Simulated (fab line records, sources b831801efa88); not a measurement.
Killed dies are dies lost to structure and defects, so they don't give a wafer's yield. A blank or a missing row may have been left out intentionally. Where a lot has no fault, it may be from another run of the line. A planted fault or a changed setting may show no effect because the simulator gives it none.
fab line records	flow gf180mcu
[record] lots = 13	wafers = 39	last_day = 34
route steps=602 shown STI@31 VT_IMPLANT@131 DUAL_GATE@152 SALICIDE@283
lots that met no fault: from a run of the same line without faults
start_h: start of the lot's first displayed wafer, in hours after the record's first day	wait_h: hours since the lot's step before	" the same as in the row above	L1.1+2: one row covering several wafers at once	- value missing, or start not given	* or withheld: withheld	< > ~ a bound
route shown NAME@n: NAME is a module with steps in the file, n the number in the route of the first one	usual: mean/standard deviation of fault-free wafers	same: alike in all rows	chamber/n: place in a boat	sites: the reading at each site	_std_site: their standard deviation	_edge_site: outer sites' mean less inner sites'	radius_mm: how far each site lies from the wafer's centre	mask NAME#n: copy n	behind: the last tool/chamber to shape the wafer	hold: what put the lot on hold/how long, in hours/how the hold closed	device: the transistor (n, p or np) that didn't switch	end of line: the tests these same wafers got at the end of their route	where a step has no rows: the recipe by itself	killed: the dies lost at the first sort to structure and to defects; this is not the yield of the wafer	map: a wafer's dies, x killed, . not, _ none there
set.NAME: the setting that was run; set.NAME@STEP: the one run at that earlier step	model.NAME: the simulator's own value behind a step, which no gauge read
the route's steps for a sample of lots (tables are steps, rows are wafers)
services: a tool's chamber out of use, with start hour (start_h, from the record's first day; less than 0 if before it), hours out, and reason
[[steps]]
[step GF_STI_THK_MEAS_30]
[recipe] reads = SiO2_of_STI_OXIDATION_29
[usual] STI_OXIDATION_02_THK = 10.00/0.22
lot.wafer	tool	chamber	start_h	wait_h	STI_OXIDATION_02_THK[nm]
L502.1	film_metro-01	-	49.43	0.0	10.10
L502.3	"	-	"	"	10.17
L502.6	"	-	"	"	10.31
L505.1	film_metro-01	-	57.59	0.0	9.98
L505.4	"	-	"	"	10.16
L505.6	"	-	"	"	10.16
L504.3	film_metro-04	-	57.61	0.0	10.02
L504.4	"	-	"	"	10.28
L504.5	"	-	"	"	10.22
L506.1	film_metro-03	-	57.65	0.1	10.35
L506.2	"	-	"	"	10.22
L506.6	"	-	"	"	10.40
L508.1	film_metro-04	-	69.00	0.0	9.69
L508.2	"	-	"	"	9.85
L508.5	"	-	"	"	9.53
L507.2	film_metro-01	-	69.05	0.1	9.88
L507.3	"	-	"	"	9.91
L507.6	"	-	"	"	9.83
L510.1	film_metro-03	-	75.65	0.0	10.21
L510.3	"	-	"	"	10.19
L510.6	"	-	"	"	10.03
L511.1	film_metro-04	-	79.72	0.0	9.68
L511.4	"	-	"	"	9.82
L511.5	"	-	"	"	9.75
L513.2	film_metro-03	-	89.17	0.0	10.01
L513.4	"	-	"	"	10.00
L513.6	"	-	"	"	9.91
L519.3	film_metro-01	-	116.92	0.0	10.45
L519.4	"	-	"	"	10.32
L519.5	"	-	"	"	10.41
L521.1	film_metro-01	-	126.95	0.0	9.97
L521.2	"	-	"	"	10.07
L521.5	"	-	"	"	10.05
L523.2	film_metro-03	-	138.16	0.0	9.81
L523.3	"	-	"	"	9.76
L523.4	"	-	"	"	9.69
L524.2	film_metro-04	-	142.73	0.0	9.91
L524.3	"	-	"	"	9.96
L524.6	"	-	"	"	9.99
[step GF_VT_IMPLANT_IMPLANT_41]
[recipe] species = As	energy_kev = 70	dose_cm2 = 1.013e+12	tilt_deg = 7
lot.wafer	tool	chamber	start_h	wait_h
L502.1+3+6	implanter-01	0	175.59	0.0
L504.3+4+5	implanter-03	0	188.08	0.1
L505.1+4+6	implanter-01	0	188.63	0.0
L506.1+2+6	implanter-03	0	190.48	0.0
L508.1+2+5	implanter-03	0	202.07	0.0
L507.2+3+6	implanter-01	0	202.50	0.0
L510.1+3+6	implanter-01	0	213.87	0.0
L511.1+4+5	implanter-04	0	217.54	0.0
L513.2+4+6	implanter-03	0	230.75	0.0
L519.3+4+5	implanter-04	0	267.43	0.1
L521.1+2+5	implanter-01	0	280.33	0.0
L523.2+3+4	implanter-03	0	294.66	0.0
L524.2+3+6	implanter-04	0	299.00	0.1
[step GF_VT_IMPLANT_TW_MEAS_43]
[usual] VT_IMPLANT_4_TW = 693/5.5
lot.wafer	tool	chamber	start_h	wait_h	VT_IMPLANT_4_TW
L502.1	film_metro-02	-	175.84	0.1	695
L502.3	"	-	"	"	696
L502.6	"	-	"	"	697
L504.3	film_metro-01	-	188.30	0.1	699
L504.4	"	-	"	"	699
L504.5	"	-	"	"	700
L505.1	film_metro-04	-	188.88	0.1	689
L505.4	"	-	"	"	689
L505.6	"	-	"	"	687
L506.1	film_metro-01	-	190.73	0.1	697
L506.2	"	-	"	"	703
L506.6	"	-	"	"	700
L508.1	film_metro-04	-	202.32	0.1	686
L508.2	"	-	"	"	690
L508.5	"	-	"	"	688
L507.2	film_metro-04	-	202.74	0.1	688
L507.3	"	-	"	"	686
L507.6	"	-	"	"	691
L510.1	film_metro-04	-	214.12	0.1	695
L510.3	"	-	"	"	690
L510.6	"	-	"	"	689
L511.1	film_metro-02	-	217.79	0.1	698
L511.4	"	-	"	"	702
L511.5	"	-	"	"	696
L513.2	film_metro-04	-	230.98	0.1	688
L513.4	"	-	"	"	692
L513.6	"	-	"	"	687
L519.3	film_metro-04	-	267.65	0.1	686
L519.4	"	-	"	"	690
L519.5	"	-	"	"	688
L521.1	film_metro-04	-	280.58	0.1	670
L521.2	"	-	"	"	668
L521.5	"	-	"	"	673
L523.2	film_metro-02	-	294.89	0.1	702
L523.3	"	-	"	"	698
L523.4	"	-	"	"	700
L524.2	film_metro-04	-	299.24	0.1	683
L524.3	"	-	"	"	690
L524.6	"	-	"	"	689
[step GF_DUAL_GATE_OVL_MEAS_11]
[usual] DUAL_GATE_OVL = -0.8/1.3
lot.wafer	tool	chamber	start_h	wait_h	DUAL_GATE_OVL[nm]
L502.1	overlay-01	-	196.09	0.1	-2.4
L502.3	"	-	"	"	1.8
L502.6	"	-	"	"	0.4
L504.3	overlay-01	-	206.70	0.1	-1.9
L504.4	"	-	"	"	-2.3
L504.5	"	-	"	"	0.2
L505.1	overlay-01	-	208.99	0.1	-1.5
L505.4	"	-	"	"	-1.1
L505.6	"	-	"	"	-3.3
L506.1	overlay-01	-	211.64	0.1	-1.5
L506.2	"	-	"	"	-1.3
L506.6	"	-	"	"	-2.7
L508.1	overlay-02	-	222.14	0.1	-0.2
L508.2	"	-	"	"	0.7
L508.5	"	-	"	"	-0.3
L507.2	overlay-02	-	222.30	0.1	-0.3
L507.3	"	-	"	"	0.2
L507.6	"	-	"	"	-0.4
L510.1	overlay-01	-	233.14	0.1	-1.0
L510.3	"	-	"	"	-0.3
L510.6	"	-	"	"	0.6
L511.1	overlay-02	-	239.09	0.1	-0.2
L511.4	"	-	"	"	1.9
L511.5	"	-	"	"	0.8
L513.2	overlay-01	-	251.55	0.1	-3.2
L513.4	"	-	"	"	-1.8
L513.6	"	-	"	"	-0.5
L519.3	overlay-01	-	288.85	0.1	0.0
L519.4	"	-	"	"	-2.5
L519.5	"	-	"	"	-1.3
L521.1	overlay-02	-	304.39	0.1	-1.9
L521.2	"	-	"	"	-0.9
L521.5	"	-	"	"	-1.2
L523.2	overlay-02	-	319.75	0.1	-2.4
L523.3	"	-	"	"	-2.1
L523.4	"	-	"	"	-1.0
L524.2	overlay-01	-	322.30	0.1	-0.6
L524.3	"	-	"	"	0.4
L524.6	"	-	"	"	0.5
[step GF_SALICIDE_THK_MEAS_05]
[recipe] thk_meas_gauge = xrf	reads = TiN_of_SALICIDE_SPUTTER_03
[usual] SALICIDE_TIN_THK = 19.59/0.23
lot.wafer	tool	chamber	start_h	wait_h	SALICIDE_TIN_THK[nm]
L502.1	film_metro-03	-	358.02	0.1	19.69
L502.3	"	-	"	"	19.51
L502.6	"	-	"	"	19.50
L504.3	film_metro-04	-	374.52	0.1	19.45
L504.4	"	-	"	"	19.70
L504.5	"	-	"	"	19.50
L505.1	film_metro-03	-	375.20	0.1	19.46
L505.4	"	-	"	"	19.48
L505.6	"	-	"	"	19.54
L506.1	film_metro-02	-	377.91	0.1	19.49
L506.2	"	-	"	"	19.57
L506.6	"	-	"	"	19.56
L508.1	film_metro-04	-	390.92	0.1	19.37
L508.2	"	-	"	"	19.78
L508.5	"	-	"	"	19.45
L507.2	film_metro-02	-	394.09	0.1	19.70
L507.3	"	-	"	"	19.59
L507.6	"	-	"	"	19.64
L510.1	film_metro-03	-	409.32	0.1	19.38
L510.3	"	-	"	"	19.30
L510.6	"	-	"	"	19.65
L511.1	film_metro-03	-	417.66	0.1	19.91
L511.4	"	-	"	"	19.32
L511.5	"	-	"	"	19.66
L513.2	film_metro-02	-	434.06	0.1	19.23
L513.4	"	-	"	"	19.37
L513.6	"	-	"	"	19.64
L519.3	film_metro-03	-	486.40	0.1	20.04
L519.4	"	-	"	"	20.00
L519.5	"	-	"	"	20.15
L521.1	film_metro-02	-	498.51	0.1	19.35
L521.2	"	-	"	"	19.77
L521.5	"	-	"	"	19.56
L523.2	film_metro-03	-	513.96	0.1	19.82
L523.3	"	-	"	"	19.57
L523.4	"	-	"	"	20.02
L524.2	film_metro-02	-	521.31	0.1	19.24
L524.3	"	-	"	"	19.29
L524.6	"	-	"	"	19.24
[[services]]
tool	chamber	start_h	hours	kind
implanter-03	-	165.72	2.3	repair
implanter-04	-	211.80	0.6	repair
implanter-03	-	223.37	3.8	pm
implanter-01	-	225.21	5.6	pm
implanter-03	-	233.33	23.2	repair
implanter-04	-	234.28	6.0	repair
implanter-03	-	236.70	5.6	repair
implanter-04	-	264.55	2.7	repair
implanter-03	-	275.62	2.9	repair
implanter-01	-	287.14	13.6	pm
[[key]]
[first_sign] step = GF_VT_IMPLANT_TW_MEAS_43	reading = VT_IMPLANT_4_TW	direction = down	sigmas = 4.1	usual = 693	struck = 670
effect none on later readings
met_at GF_VT_IMPLANT_IMPLANT_41
struck_lots L521
tester_left_out L521
not_acting_at GF_STI_THK_MEAS_30,GF_DUAL_GATE_OVL_MEAS_11,GF_SALICIDE_THK_MEAS_05
onset_between 213.87 280.33
[fault] kind = process_parameter_drift	tool = implanter-01	chamber = -	onset_h = 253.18	steps = GF_VT_IMPLANT_IMPLANT_41	channel = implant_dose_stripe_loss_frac	offset = 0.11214	shape = step	end_h = 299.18
// tester_left_out: of these lots the tester's yield and bins aren't shown, on N5 and GAA mostly nor the transistor test; their killed dies are dies lost to structure and defects alone, not to doping, threshold or leakage, so they don't give the yield
